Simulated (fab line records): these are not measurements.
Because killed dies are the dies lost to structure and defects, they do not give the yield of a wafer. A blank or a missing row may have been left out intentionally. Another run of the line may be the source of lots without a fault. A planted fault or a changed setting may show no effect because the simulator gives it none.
fab line records	flow sky130
[record] lots = 10	wafers = 30	last-day = 50
route steps=708 shown LDD_P@263 POLY_CUT@319 SD_P@330 RES_XHIGH@339
lots that met no fault: from a run of the same line without faults
start-h: the number of hours between the record's first day and the start of the first shown wafer of the lot	wait-h: time in hours since the lot's previous step	" identical to the entry in the row above	L1.1+2: a single row standing in for several wafers	- either no value or no given start	* or withheld: withheld	< > ~ a bound
route shown NAME@n: a module of which the file shows steps, and the number in the route of the first	usual: the fault-free wafers' mean and standard deviation	same: alike in all rows	chamber/n: place in a boat	sites: the reading at each site	_std_site: their standard deviation	_edge_site: inner sites' mean taken away from outer sites' mean	radius-mm: how far each site lies from the wafer's centre	mask NAME#n: copy n	behind: the last tool/chamber to shape the wafer	hold: the reason the lot was held/the length of the hold in hours/how it ended	device: names the non-switching transistor (n, p or np)	end of line: the same wafers' tests at the end of the route	for a step that has no rows: nothing shown but its recipe	killed: dies that structure and defects cost at the first sort, which is not the same as the wafer's yield	map: a wafer's dies, x killed, . not, _ none there
set.NAME: setting as actually run; set.NAME@STEP: the setting as run at that earlier step	model.NAME: the simulator's own value behind a step, which no gauge read
the route's steps for a sample of lots (tables are steps, rows are wafers)
services: the hour from which a tool's chamber was out of use, counted from the record's first day as start-h (under 0 if before that day), plus the number of hours and why
[[steps]]
[step SKY_LDD_P_OVL_MEAS_08]
[usual] LDD_P_OVL = 1.1/1.2
lot.wafer	tool	chamber	start-h	wait-h	LDD_P_OVL[nm]
L468.1	overlay-02	-	429.77	0.1	0.4
L468.2	"	-	"	"	1.9
L468.5	"	-	"	"	2.1
L469.1	overlay-01	-	430.65	0.1	2.0
L469.4	"	-	"	"	1.2
L469.5	"	-	"	"	1.6
L471.1	overlay-02	-	466.17	0.1	-0.4
L471.4	"	-	"	"	1.7
L471.5	"	-	"	"	-0.3
L473.2	overlay-01	-	485.97	0.1	2.7
L473.4	"	-	"	"	1.1
L473.5	"	-	"	"	1.7
L474.1	overlay-02	-	495.97	0.1	0.1
L474.4	"	-	"	"	0.7
L474.5	"	-	"	"	0.2
L475.3	overlay-01	-	505.27	0.1	1.7
L475.5	"	-	"	"	1.3
L475.6	"	-	"	"	-0.2
L476.1	overlay-02	-	506.90	0.1	0.2
L476.3	"	-	"	"	0.6
L476.5	"	-	"	"	-0.9
L486.2	overlay-01	-	601.87	0.1	1.5
L486.5	"	-	"	"	1.8
L486.6	"	-	"	"	1.3
L487.2	overlay-01	-	603.71	0.1	3.0
L487.3	"	-	"	"	1.1
L487.5	"	-	"	"	1.7
L490.1	overlay-01	-	621.15	0.1	2.6
L490.3	"	-	"	"	1.6
L490.6	"	-	"	"	2.9
[step SKY_POLY_CUT_STRIP_12]
[recipe] chemistry = O2/N2	power-w = 1400	pressure-mtorr = 1500	platen-temp-c = withheld	o2-flow-sccm = 3000	n2-flow-sccm = 300	overash-fraction = 0.5
[usual] drypump-motor-current-A = 5.7/0.42	oes-product-au = 0.453/0.0048	strip-time-to-endpoint-s = 5.357/0.019
lot.wafer	tool	chamber	start-h	wait-h	drypump-motor-current-A	oes-product-au	rf-hours-counter-h	strip-time-to-endpoint-s
L468.1	plasma-asher-02	0	553.47	0.0	5.7	0.453	74	5.353
L468.2	"	1	"	"	5.4	0.451	74	5.344
L468.5	"	1	"	"	5.5	0.452	-	5.336
L469.1	plasma-asher-01	0	556.93	0.0	5.8	0.456	45	5.346
L469.4	"	0	"	"	5.8	0.447	-	5.374
L469.5	"	0	"	"	5.8	0.451	-	5.356
L471.1	plasma-asher-01	1	589.93	0.0	5.5	0.459	49	5.350
L471.4	"	0	"	"	5.8	0.448	-	5.345
L471.5	"	1	"	"	5.5	0.452	-	5.339
L473.2	plasma-asher-01	0	607.97	0.0	5.8	0.452	50	5.338
L473.4	"	0	"	"	5.8	0.448	-	5.365
L473.5	"	1	"	"	5.5	0.448	-	5.323
L474.1	plasma-asher-03	1	618.00	0.0	5.0	0.456	19	5.369
L474.4	"	0	"	"	6.5	0.458	-	5.381
L474.5	"	0	"	"	6.5	0.454	-	5.395
L475.3	plasma-asher-03	0	626.20	0.1	6.5	0.456	-	5.329
L475.5	"	1	"	"	5.0	0.449	-	5.349
L475.6	"	0	"	"	6.5	0.454	-	5.324
L476.1	plasma-asher-02	0	627.37	0.0	5.7	0.450	81	5.366
L476.3	"	0	"	"	5.7	0.452	-	5.373
L476.5	"	0	"	"	5.7	0.453	-	5.362
L486.2	plasma-asher-03	1	718.33	0.0	5.0	0.459	29	5.385
L486.5	"	0	"	"	6.5	0.458	-	5.367
L486.6	"	1	"	"	5.0	0.443	-	5.362
L487.2	plasma-asher-03	0	721.33	0.0	6.5	0.453	30	5.355
L487.3	"	0	"	"	6.5	0.459	-	5.386
L487.5	"	1	"	"	5.0	0.462	-	5.355
L490.1	plasma-asher-02	0	737.93	0.0	5.7	0.445	93	5.370
L490.3	"	1	"	"	5.5	0.454	-	5.336
L490.6	"	0	"	"	5.7	0.448	-	5.352
[step SKY_SD_P_STRIP_10]
[recipe] chemistry = O2/N2	power-w = 1400	pressure-mtorr = 1500	platen-temp-c = withheld	o2-flow-sccm = 3000	n2-flow-sccm = 300	overash-fraction = 0.5
[usual] drypump-motor-current-A = 5.54/0.23	oes-product-au = 0.617/0.0047	strip-time-to-endpoint-s = 17.48/0.037
lot.wafer	tool	chamber	start-h	wait-h	drypump-motor-current-A	oes-product-au	rf-hours-counter-h	strip-time-to-endpoint-s
L468.1	plasma-asher-04	1	582.69	0.1	5.73	0.623	89	17.49
L468.2	"	0	"	"	5.13	0.622	89	17.52
L468.5	"	1	"	"	5.75	0.621	-	17.46
L469.1	plasma-asher-02	1	586.19	0.1	5.46	0.625	77	17.50
L469.4	"	1	"	"	5.44	0.612	-	17.46
L469.5	"	1	"	"	5.47	0.614	-	17.44
L471.1	plasma-asher-02	0	619.69	0.1	5.70	0.613	80	17.45
L471.4	"	0	"	"	5.70	0.621	-	17.46
L471.5	"	1	"	"	5.46	0.628	-	17.47
L473.2	plasma-asher-02	1	636.74	0.1	5.46	0.620	83	17.46
L473.4	"	1	"	"	5.44	0.624	-	17.49
L473.5	"	0	"	"	5.71	0.629	-	17.48
L474.1	plasma-asher-04	1	647.52	0.1	5.71	0.615	96	17.47
L474.4	"	0	"	"	5.11	0.620	-	17.48
L474.5	"	1	"	"	5.73	0.624	-	17.46
L475.3	plasma-asher-02	1	655.62	0.1	5.47	0.615	-	17.49
L475.5	"	1	"	"	5.48	0.621	-	17.48
L475.6	"	0	"	"	5.70	0.618	-	17.44
L476.1	plasma-asher-01	0	656.51	0.1	5.83	0.616	53	17.47
L476.3	"	0	"	"	5.83	0.609	-	17.45
L476.5	"	0	"	"	5.82	0.622	-	17.47
L486.2	plasma-asher-01	1	745.24	0.1	5.52	0.629	62	17.45
L486.5	"	0	"	"	5.83	0.614	-	17.46
L486.6	"	1	"	"	5.50	0.618	-	17.45
L487.2	plasma-asher-02	0	749.47	0.1	5.71	0.617	94	17.49
L487.3	"	1	"	"	5.43	0.616	-	17.50
L487.5	"	0	"	"	5.71	0.615	-	17.46
L490.1	plasma-asher-02	1	765.89	0.1	5.47	0.613	95	17.42
L490.3	"	0	"	"	5.71	0.612	-	17.44
L490.6	"	1	"	"	5.46	0.608	-	17.43
[step SKY_RES_XHIGH_IMPLANT_07]
[recipe] species = BF2	energy-kev = 20	dose-cm2 = 3.6e+14	tilt-deg = 0
[usual] beam-energy-keV = 20.000/0.0061	dose-ions-cm2 = 3.6e+14/4e+11
lot.wafer	tool	chamber	start-h	wait-h	beam-energy-keV	dose-ions-cm2
L468.1	implanter-02	0	611.16	0.1	20.008	3.594e+14
L468.2	"	0	"	"	20.013	3.591e+14
L468.5	"	0	"	"	20.008	3.594e+14
L469.1	implanter-01	0	615.76	0.1	20.002	3.601e+14
L469.4	"	0	"	"	19.995	3.607e+14
L469.5	"	0	"	"	20.005	3.6e+14
L471.1	implanter-01	0	648.78	0.1	20.004	3.597e+14
L471.4	"	0	"	"	20.010	3.599e+14
L471.5	"	0	"	"	20.013	3.594e+14
L473.2	implanter-04	0	666.17	0.1	19.994	3.6e+14
L473.4	"	0	"	"	19.987	3.599e+14
L473.5	"	0	"	"	19.998	3.603e+14
L473.2	implanter-04	0	666.49	0.3	20.004	3.605e+14
L473.4	"	0	"	"	20.012	3.598e+14
L473.5	"	0	"	"	19.998	3.601e+14
L474.1	implanter-04	0	676.41	0.1	20.008	3.599e+14
L474.4	"	0	"	"	20.004	3.6e+14
L474.5	"	0	"	"	20.005	3.6e+14
L475.3	implanter-01	0	684.25	0.1	20.009	3.595e+14
L475.5	"	0	"	"	19.999	3.606e+14
L475.6	"	0	"	"	20.003	3.6e+14
L475.3	implanter-01	0	684.56	0.3	20.004	3.593e+14
L475.5	"	0	"	"	19.998	3.592e+14
L475.6	"	0	"	"	20.008	3.598e+14
L476.1	implanter-02	0	684.50	0.1	20.002	3.595e+14
L476.3	"	0	"	"	19.996	3.601e+14
L476.5	"	0	"	"	19.997	3.596e+14
L476.1	implanter-02	0	684.81	0.3	20.004	3.602e+14
L476.3	"	0	"	"	20.010	3.602e+14
L476.5	"	0	"	"	20.000	3.601e+14
L486.2	implanter-02	0	772.23	0.1	20.005	3.604e+14
L486.5	"	0	"	"	20.003	3.603e+14
L486.6	"	0	"	"	20.014	3.597e+14
L487.2	implanter-04	0	775.91	0.1	19.997	3.599e+14
L487.3	"	0	"	"	19.999	3.602e+14
L487.5	"	0	"	"	20.001	3.593e+14
L490.1	implanter-04	0	792.45	0.1	20.004	3.597e+14
L490.3	"	0	"	"	19.997	3.6e+14
L490.6	"	0	"	"	20.005	3.596e+14
[step SKY_RES_XHIGH_STRIP_08]
[recipe] chemistry = O2/N2	power-w = 1400	pressure-mtorr = 1500	platen-temp-c = withheld	o2-flow-sccm = 3000	n2-flow-sccm = 300	overash-fraction = 0.5
[usual] drypump-motor-current-A = 5.6/0.52	oes-product-au = 0.712/0.0043	strip-time-to-endpoint-s = 14.26/0.036
lot.wafer	tool	chamber	start-h	wait-h	drypump-motor-current-A	oes-product-au	rf-hours-counter-h	strip-time-to-endpoint-s
L468.1	plasma-asher-03	1	611.31	0.1	5.0	0.713	18	14.24
L468.2	"	0	"	"	6.5	0.709	18	14.18
L468.5	"	1	"	"	5.0	0.713	-	14.25
L469.1	plasma-asher-04	1	615.91	0.1	5.7	0.710	92	14.24
L469.4	"	0	"	"	5.1	0.715	-	14.28
L469.5	"	0	"	"	5.1	0.709	-	14.22
L471.1	plasma-asher-03	0	648.93	0.1	6.5	0.713	23	14.23
L471.4	"	1	"	"	5.0	0.714	-	14.27
L471.5	"	1	"	"	5.0	0.711	-	14.26
L473.2	plasma-asher-04	0	666.61	0.1	5.1	0.689	98	15.07
L473.4	"	1	"	"	5.7	0.684	-	15.12
L473.5	"	0	"	"	5.1	0.682	-	15.04
L474.1	plasma-asher-03	0	676.56	0.1	6.5	0.711	25	14.23
L474.4	"	0	"	"	6.5	0.711	-	14.27
L474.5	"	0	"	"	6.5	0.710	-	14.23
L475.3	plasma-asher-04	1	684.70	0.1	5.7	0.678	-	15.11
L475.5	"	1	"	"	5.7	0.689	-	15.07
L475.6	"	0	"	"	5.1	0.682	-	15.09
L476.1	plasma-asher-03	0	684.96	0.1	6.5	0.690	26	15.06
L476.3	"	0	"	"	6.5	0.685	-	15.05
L476.5	"	0	"	"	6.5	0.674	-	15.04
L486.2	plasma-asher-03	1	772.36	0.1	5.0	0.713	35	14.22
L486.5	"	0	"	"	6.5	0.722	-	14.21
L486.6	"	1	"	"	5.0	0.713	-	14.27
L487.2	plasma-asher-03	1	776.03	0.1	5.0	0.708	35	14.23
L487.3	"	0	"	"	6.5	0.715	-	14.18
L487.5	"	0	"	"	6.5	0.710	-	14.21
L490.1	plasma-asher-03	0	792.60	0.1	6.5	0.714	37	14.23
L490.3	"	1	"	"	5.0	0.715	-	14.19
L490.6	"	1	"	"	5.0	0.708	-	14.18
[step SKY_RES_XHIGH_TW_MEAS_09]
[usual] RES_XHIGH_TW = 1656/33
lot.wafer	tool	chamber	start-h	wait-h	RES_XHIGH_TW
L468.1	film-metro-04	-	611.41	0.1	1607
L468.2	"	-	"	"	1598
L468.5	"	-	"	"	1603
L469.1	film-metro-02	-	616.01	0.1	1637
L469.4	"	-	"	"	1630
L469.5	"	-	"	"	1635
L471.1	film-metro-01	-	649.03	0.1	1684
L471.4	"	-	"	"	1676
L471.5	"	-	"	"	1692
L473.2	film-metro-01	-	666.72	0.1	2060
L473.4	"	-	"	"	2070
L473.5	"	-	"	"	2063
L474.1	film-metro-01	-	676.66	0.1	1693
L474.4	"	-	"	"	1698
L474.5	"	-	"	"	1699
L475.3	film-metro-01	-	684.83	0.1	2087
L475.5	"	-	"	"	2073
L475.6	"	-	"	"	2077
L476.1	film-metro-01	-	685.06	0.1	2072
L476.3	"	-	"	"	2078
L476.5	"	-	"	"	2076
L486.2	film-metro-04	-	772.47	0.1	1603
L486.5	"	-	"	"	1609
L486.6	"	-	"	"	1608
L487.2	film-metro-04	-	776.14	0.1	1609
L487.3	"	-	"	"	1611
L487.5	"	-	"	"	1619
L490.1	film-metro-02	-	792.70	0.1	1642
L490.3	"	-	"	"	1636
L490.6	"	-	"	"	1632
[step SKY_SD_N_RS_MEAS_18]
[recipe] thk-meas-gauge = four-point-probe
[usual] RES_XHIGH_RS = 333.4/1.1
lot.wafer	tool	chamber	start-h	wait-h	RES_XHIGH_RS[ohm/sq]
L468.1	film-metro-04	-	642.17	0.1	331.3
L468.2	"	-	"	"	332.9
L468.5	"	-	"	"	332.0
L469.1	film-metro-01	-	645.54	0.1	335.6
L469.4	"	-	"	"	334.7
L469.5	"	-	"	"	334.0
L471.1	film-metro-01	-	678.95	0.1	332.1
L471.4	"	-	"	"	333.2
L471.5	"	-	"	"	332.4
L473.2	film-metro-04	-	695.31	0.1	204.9
L473.4	"	-	"	"	204.1
L473.5	"	-	"	"	204.1
L474.1	film-metro-04	-	705.02	0.1	332.4
L474.4	"	-	"	"	333.4
L474.5	"	-	"	"	332.4
L475.3	film-metro-04	-	713.43	0.1	204.2
L475.5	"	-	"	"	204.5
L475.6	"	-	"	"	204.0
L476.1	film-metro-01	-	713.87	0.1	204.6
L476.3	"	-	"	"	203.8
L476.5	"	-	"	"	203.9
L486.2	film-metro-02	-	799.50	0.1	332.6
L486.5	"	-	"	"	334.4
L486.6	"	-	"	"	335.6
L487.2	film-metro-04	-	804.26	0.1	332.7
L487.3	"	-	"	"	331.7
L487.5	"	-	"	"	331.0
L490.1	film-metro-04	-	820.32	0.1	333.2
L490.3	"	-	"	"	333.4
L490.6	"	-	"	"	332.5
[[services]]
tool	chamber	start-h	hours	kind
implanter-01	-	540.83	0.6	repair
implanter-04	-	565.57	8.4	pm
plasma-asher-04	-	577.74	1.3	repair
implanter-01	-	590.88	1.1	repair
plasma-asher-04	-	606.64	2.8	pm
plasma-asher-01	-	614.40	28.1	pm
implanter-02	-	633.96	6.1	repair
implanter-02	-	665.77	0.9	repair
plasma-asher-01	-	671.51	0.3	repair
plasma-asher-04	-	733.75	9.0	pm
plasma-asher-04	0	733.75	9.0	vent-cycle
plasma-asher-04	1	733.75	9.0	vent-cycle
plasma-asher-04	0	742.75	-	clean
plasma-asher-04	1	742.75	-	clean
plasma-asher-02	-	757.50	0.7	repair
[[key]]
[first-sign] step = SKY_RES_XHIGH_IMPLANT_07	reading = visit	direction = added
[effect] step = SKY_RES_XHIGH_STRIP_08	reading = strip-time-to-endpoint-s	direction = up	sigmas = 23	usual = *	struck = *
[effect] step = SKY_RES_XHIGH_TW_MEAS_09	reading = RES_XHIGH_TW	direction = up	sigmas = 13	usual = 1656	struck = 2073
[effect] step = SKY_SD_N_RS_MEAS_18	reading = RES_XHIGH_RS	direction = down	sigmas = 99+	usual = 333.4	struck = 204.2
met-at SKY_RES_XHIGH_IMPLANT_07
struck-lots L473,L475,L476
tester-left-out L473,L475,L476
not-acting-at SKY_LDD_P_OVL_MEAS_08,SKY_POLY_CUT_STRIP_12,SKY_SD_P_STRIP_10
[fault] kind = repeated-step-whole	tool = implanter-01,implanter-02,implanter-04	chamber = -	onset-h = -	steps = SKY_RES_XHIGH_IMPLANT_07	times = 1	scope = struck-lots-only
// tester-left-out: of these lots the tester's yield and bins aren't shown, on N5 and GAA mostly nor the transistor test; their killed dies are dies lost to structure and defects alone, not to doping, threshold or leakage, so they don't give the yield
